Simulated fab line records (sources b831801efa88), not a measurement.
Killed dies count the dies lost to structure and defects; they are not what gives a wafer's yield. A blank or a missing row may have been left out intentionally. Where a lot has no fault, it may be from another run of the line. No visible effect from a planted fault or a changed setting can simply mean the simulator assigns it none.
Which tool was responsible? ; flow gf180mcu ; 72 wafers from 24 lots sampled at 6 of the route's 602 steps

== WHAT THE GAUGES SHOWED, per wafer ==
GF_M2_OVL_MEAS_15.
lot;measured;on;M2_OVL (nm)
L074;day 18 18:19;overlay-02;2 -7 5
L075;day 20 05:02;overlay-01;-11 -9 -13
L076;day 20 12:20;overlay-01;-5 -5 -1
L077;day 20 16:28;overlay-01;-2 0 5
L078;day 20 23:04;overlay-02;2 2 -4
L079;day 21 06:44;overlay-02;-6 -3 -10
L080;day 21 13:35;overlay-02;-11 -11 -4
L081;day 22 01:51;overlay-02;-9 -5 -13
L083;day 22 20:14;overlay-02;2 -13 -9
L082;day 22 22:17;overlay-02;6 6 2
L084;day 22 23:54;overlay-02;-5 -3 -10
L085;day 23 10:47;overlay-02;-1 1 0
L086;day 23 13:26;overlay-02;-2 -16 -8
L087;day 24 06:49;overlay-02;2 2 -4
L088;day 24 11:40;overlay-02;-1 -7 -4
L089;day 24 19:51;overlay-02;7 5 3
L090;day 24 22:16;overlay-02;0 -4 9
L091;day 25 11:53;overlay-02;-11 -8 0
L092;day 26 02:50;overlay-02;-1 -3 -6
L093;day 26 07:14;overlay-02;-3 0 -1
L094;day 26 11:59;overlay-02;-11 -13 -7
L095;day 26 16:53;overlay-02;1 -4 -4
L096;day 26 19:50;overlay-02;-11 6 -9
L097;day 27 00:04;overlay-02;-7 -13 -1

GF_V3_THK_MEAS_01.
lot;measured;on;V3_CVD_00_THK (nm)
L074;day 20 23:04;film metro-04;622 601 622
L075;day 22 09:01;film metro-02;592 603 605
L076;day 22 15:43;film metro-04;610 600 605
L077;day 22 19:46;film metro-04;598 602 604
L078;day 23 02:07;film metro-03;607 598 600
L079;day 23 08:41;film metro-03;607 598 595
L080;day 23 15:29;film metro-03;605 599 595
L081;day 24 03:49;film metro-03;606 599 607
L083;day 24 20:44;film metro-04;614 598 604
L082;day 24 23:14;film metro-04;601 602 600
L084;day 25 00:55;film metro-03;600 607 604
L085;day 25 10:28;film metro-04;595 589 600
L086;day 25 12:30;film metro-04;611 598 599
L087;day 26 05:14;film metro-04;606 596 603
L088;day 26 09:49;film metro-03;609 595 607
L089;day 26 19:14;film metro-04;596 598 605
L090;day 26 19:51;film metro-03;605 607 604
L091;day 27 09:27;film metro-03;591 591 598
L092;day 27 23:13;film metro-03;596 607 608
L093;day 28 02:53;film metro-03;608 610 599
L094;day 28 08:28;film metro-02;608 600 594
L095;day 28 12:52;film metro-02;589 596 597
L096;day 28 14:37;film metro-04;607 605 606
L097;day 28 18:52;film metro-04;603 605 603

GF_V3_OVL_MEAS_15.
lot;measured;on;V3_OVL (nm)
L074;day 22 00:05;overlay-02;-6 -6 -9
L075;day 23 08:07;overlay-02;-6 -8 -12
L076;day 23 15:29;overlay-02;4 2 2
L077;day 23 18:50;overlay-02;2 1 4
L078;day 24 01:26;overlay-02;-11 -4 0
L079;day 24 06:58;overlay-02;6 0 4
L080;day 24 14:17;overlay-02;13 2 6
L081;day 25 02:10;overlay-02;-11 -3 -4
L083;day 25 19:37;overlay-02;-7 -6 -1
L082;day 25 21:02;overlay-02;2 -6 -8
L084;day 25 22:59;overlay-02;3 1 2
L085;day 26 08:11;overlay-02;-6 -3 -1
L086;day 26 09:58;overlay-02;-1 2 -2
L087;day 27 01:40;overlay-02;-4 -5 -4
L088;day 27 07:26;overlay-02;-4 -4 -6
L089;day 27 16:08;overlay-02;-3 -2 -1
L090;day 27 16:13;overlay-01;-1 5 -2
L091;day 28 05:46;overlay-01;-5 -6 -10
L092;day 28 19:04;overlay-01;-2 4 1
L093;day 28 22:38;overlay-02;0 -7 -12
L094;day 29 03:43;overlay-02;-7 -10 -8
L095;day 29 08:22;overlay-02;-8 -8 -9
L096;day 29 10:34;overlay-02;-1 -5 -7
L097;day 29 14:34;overlay-02;-2 1 -8

GF_V4_BOW_MEAS_05.
lot;measured;on;V4_BOW (um)
L074;day 23 02:20;film metro-01;141 131 124
L075;day 24 09:23;film metro-02;138 116 135
L076;day 24 16:23;film metro-03;140 137 128
L077;day 24 19:55;film metro-03;133 124 136
L078;day 25 02:31;film metro-01;115 126 119
L079;day 25 07:37;film metro-03;132 129 124
L080;day 25 15:10;film metro-03;127 128 139
L081;day 26 02:53;film metro-02;130 123 138
L083;day 26 19:03;film metro-01;133 119 136
L082;day 26 20:24;film metro-01;134 130 150
L084;day 26 22:28;film metro-03;145 135 145
L085;day 27 07:35;film metro-02;148 145 137
L086;day 27 09:10;film metro-03;131 148 123
L087;day 28 00:35;film metro-01;121 132 125
L088;day 28 05:59;film metro-01;150 133 145
L089;day 28 14:02;film metro-01;114 131 125
L090;day 28 14:38;film metro-03;145 155 130
L091;day 29 03:40;film metro-02;132 137 134
L092;day 29 16:51;film metro-01;122 121 124
L093;day 29 20:29;film metro-03;137 142 136
L094;day 30 01:40;film metro-03;135 131 134
L095;day 30 06:27;film metro-02;126 128 130
L096;day 30 08:26;film metro-03;145 144 144
L097;day 30 12:19;film metro-02;138 130 121

GF_TOP_METAL_OVL_MEAS_15.
lot;measured;on;TOP_METAL_OVL (nm)
L074;day 27 18:19;overlay-01;1.1 0.2 -1.5
L075;day 28 21:31;overlay-01;-1.1 -1.2 -2.1
L076;day 29 04:17;overlay-02;-2.2 -2.3 -1.8
L077;day 29 07:02;overlay-01;0.4 -1.1 -0.1
L078;day 29 13:38;overlay-02;-1.8 -0.4 -0.7
L079;day 29 17:20;overlay-01;-0.7 2.8 1.6
L080;day 29 23:38;overlay-02;-3.2 -2.7 0.5
L081;day 30 11:29;overlay-02;-1.1 1.1 0.7
L083;day 30 22:35;overlay-02;0.7 3.0 0.7
L082;day 31 01:38;overlay-02;0.0 -0.7 0.2
L084;day 31 03:55;overlay-01;0.2 2.5 0.7
L085;day 31 12:41;overlay-02;1.7 1.0 0.2
L086;day 31 12:47;overlay-01;-0.1 -0.4 1.1
L087;day 32 02:02;overlay-01;3.5 2.5 1.6
L088;day 32 06:10;overlay-02;0.7 0.5 0.8
L089;day 32 13:50;overlay-01;-0.6 0.0 -0.2
L090;day 32 15:41;overlay-02;-2.2 -0.3 -0.2
L091;day 33 01:32;overlay-01;1.1 1.2 1.7
L092;day 33 13:25;overlay-01;0.8 -0.1 -0.4
L093;day 33 14:38;overlay-01;2.5 1.4 1.6
L094;day 33 17:52;overlay-01;2.7 2.0 1.8
L095;day 34 00:44;overlay-01;2.2 1.3 1.8
L096;day 34 01:16;overlay-02;-1.4 -1.4 -2.3
L097;day 34 04:02;overlay-02;-0.6 -0.3 1.1

== TOOL THAT RAN EACH LOT (tool first, then ch and the chambers of the sampled wafers, then the start) ==
lot;GF_M2_SPUTTER_04
L074;pvd sputter-01, day 17 18:46
L075;pvd sputter-03, day 19 04:52
L076;pvd sputter-03, day 19 12:17
L077;pvd sputter-03, day 19 15:51
L078;pvd sputter-01, day 19 22:23
L079;pvd sputter-02, day 20 06:17
L080;pvd sputter-02, day 20 13:15
L081;pvd sputter-02, day 21 02:04
L083;pvd sputter-01, day 21 20:45
L082;pvd sputter-03, day 21 22:41
L084;pvd sputter-01, day 22 01:02
L085;pvd sputter-01, day 22 11:29
L086;pvd sputter-03, day 22 14:48
L087;pvd sputter-02, day 23 08:40
L088;pvd sputter-03, day 23 14:15
L089;pvd sputter-02, day 23 21:32
L090;pvd sputter-01, day 24 00:20
L091;pvd sputter-01, day 24 14:47
L092;pvd sputter-03, day 25 05:09
L093;pvd sputter-02, day 25 10:31
L094;pvd sputter-03, day 25 15:16
L095;pvd sputter-02, day 25 20:14
L096;pvd sputter-01, day 25 23:16
L097;pvd sputter-02, day 26 03:24
- GF_M2_SPUTTER_04: material TiN, target thk 50 nm, time 41.7 s.

== AS READ BY THE TOOLS THEMSELVES (means over the sampled wafers that have a number; for cases with no such wafer, the mark the record gives instead) ==
GF_M2_SPUTTER_04.
lot;tool;throttle valve pct (%)
L074;pvd sputter-01;30.5
L075;pvd sputter-03;29.3
L076;pvd sputter-03;29.7
L077;pvd sputter-03;30.2
L078;pvd sputter-01;30.3
L079;pvd sputter-02;29.8
L080;pvd sputter-02;30.4
L081;pvd sputter-02;30.7
L083;pvd sputter-01;30.3
L082;pvd sputter-03;29.8
L084;pvd sputter-01;30.3
L085;pvd sputter-01;30.3
L086;pvd sputter-03;30.2
L087;pvd sputter-02;31.2
L088;pvd sputter-03;29.9
L089;pvd sputter-02;30.3
L090;pvd sputter-01;30.3
L091;pvd sputter-01;30.3
L092;pvd sputter-03;30.3
L093;pvd sputter-02;30.7
L094;pvd sputter-03;29.3
L095;pvd sputter-02;29.7
L096;pvd sputter-01;30.3
L097;pvd sputter-02;30.8

== THE ANSWER, worked out from the rows above alone ==
Rule: what is usual is taken from the lots themselves. The widest of any qualifying gaps counts: lots, ordered by their means at a reading, are off when they make up no more than a third of the lots, leave a main group of 4 or more, and stand apart from it by 3 or more times the standard deviation of that group's means. A main group is skipped when, at the precision printed for the reading in the tables above, its means are all equal. A lot without any number at a reading at which 4 lots or more have one is off too. The other lots that the step has rows for count as sound. Order of review: gauges by route order, followed by the tools' own readings, for which a lot's mean as printed above is used. The first step at which some lot is off is used, and at that step the reading that is off furthest; a lot without a number counts as furthest.
No lot is off at any reading shown: from this, nothing can be told.

== WHAT THE SIMULATOR HAD PUT IN ==
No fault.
